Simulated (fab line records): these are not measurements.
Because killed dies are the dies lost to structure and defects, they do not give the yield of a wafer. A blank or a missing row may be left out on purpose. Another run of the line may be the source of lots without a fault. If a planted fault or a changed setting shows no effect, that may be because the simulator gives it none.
8D (eight disciplines) problem report, filled in by code / flow sky130 / the parts of the form that need people (team, actions taken, sign-off) are left out

1. WHAT IS WRONG
POLY_GATE_CVD_00_THK at SKY_POLY_GATE_THK_MEAS_01 reads a mean of 117.6 nm on 6 wafers of 2 lots; wafers without a fault read 180.2 nm with a standard deviation of 1.5. That is -42 standard deviations from the usual mean.
First seen on wafer L813.1, day 17 07:27, on film metro-01. At this step, 33 wafers from 11 lots have a number in the record. By rule, "out" or "out of limits" means more than 4 standard deviations away from the usual mean. The other wafers with a number count as sound.

2. WHAT IT IS, WHAT IT ISN'T
question=which readings at this step | is=POLY_GATE_CVD_00_THK | is not=-
question=which lots | is=L813, L814 | is not=L804, L806, L807, L809, L822, L823, L824, L826, L827
question=which wafers of those lots | is=all that have a number | is not=-
question=read on which gauges | is=film metro-01, film metro-04 | is not=film metro-02
question=when | is=from day 17 07:27 | is not=up to then (12 sound wafers); but 15 sound wafers of L822, L823, L824, L826, L827 came after

3. THE SUSPECTS, EACH WITH WHAT RULES IT OUT
Counting: any tool at a process step up to the reading is kept as a suspect provided that every lot that is out went through it and no sound lot did after the first of them.
- the gauge at SKY_POLY_GATE_THK_MEAS_01 has been ruled out. The wafers that are out were read on 2 gauges (film metro-01, film metro-04).
- lpcvd-01 at SKY_POLY_GATE_CVD_00 (deposits poly-Si, target thk 180 nm, time 720 s): ruled out as a lasting fault. Sound lots L822, L823, L824, L827, L826 ran on it after its first lot that is out, L813 (day 17 06:15).
Left after counting: nothing in the record.

4. THE CAUSE (what the simulator had put in)
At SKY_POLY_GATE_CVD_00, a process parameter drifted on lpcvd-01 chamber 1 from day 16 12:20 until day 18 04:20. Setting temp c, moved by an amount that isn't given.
It was ruled out by counting, in error; the rule expects a fault to strike all lots run on its tool from its start on, and this fault did not.

5. THE EFFECT CHAIN, in route order
Each row: a reading where the mean over the struck wafers with a number is more than 3 standard deviations away from the usual. Only readings for which the record gives a usual standard deviation are gone through. hours: the time from each lot's start at the first step in this table that gives one to its start at this step, as a median over the lots. sigmas: the change in usual standard deviations.
hours=0; step=SKY_POLY_GATE_CVD_00; reading=spike tc bottom C; usual=639.6 C; on struck wafers=621.5; change=-18.1; sigmas=-17
hours=0; step=SKY_POLY_GATE_CVD_00; reading=spike tc centre C; usual=619.4 C; on struck wafers=601.1; change=-18.3; sigmas=-20
hours=0; step=SKY_POLY_GATE_CVD_00; reading=spike tc lower C; usual=619.6 C; on struck wafers=602.4; change=-17.2; sigmas=-13
hours=0; step=SKY_POLY_GATE_CVD_00; reading=spike tc top C; usual=638.4 C; on struck wafers=620.6; change=-17.8; sigmas=-16
hours=0; step=SKY_POLY_GATE_CVD_00; reading=spike tc upper C; usual=619.8 C; on struck wafers=602.1; change=-17.7; sigmas=-18
hours=0; step=SKY_POLY_GATE_CVD_00; reading=susceptor temp C; usual=619.98 C; on struck wafers=601.43; change=-18.55; sigmas=-69
hours=0; step=SKY_POLY_GATE_CVD_00; reading=zone power top pct; usual=20.32 %; on struck wafers=19.38; change=-0.94; sigmas=-4.7
hours=1; step=SKY_POLY_GATE_THK_MEAS_01; reading=POLY_GATE_CVD_00_THK; usual=180.2 nm; on struck wafers=117.6; change=-62.6; sigmas=-42
hours=64; step=SKY_POLY_GATE_ETCH_17; reading=oes product au; usual=0.985 a.u.; on struck wafers=0.745; change=-0.240; sigmas=-24
The process steps in it:
- SKY_POLY_GATE_CVD_00: deposits poly-Si, target thk 180 nm, time 720 s.
- SKY_POLY_GATE_ETCH_17: etches poly-Si in HBr/Cl2, stops on SiO2, target depth 180 nm, time 70.5 s.
Later steps that measure or inspect, where all struck wafers having a row at the step show a number for every such reading and not one has moved that far: SKY_POLY_GATE_CD_MEAS_22.

6. WHAT WOULD HAVE CAUGHT IT SOONER
19 hours passed between the start of the fault at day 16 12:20 and the first reading out of limits at a measuring or inspecting step in this record, taken at day 17 07:27.
At SKY_POLY_GATE_CVD_00, the tool's own readings (spike tc bottom C, spike tc centre C, spike tc lower C, spike tc top C, spike tc upper C, susceptor temp C) were out on each struck wafer the step has a row for, so an alarm limit on them would have fired on the first such wafer.
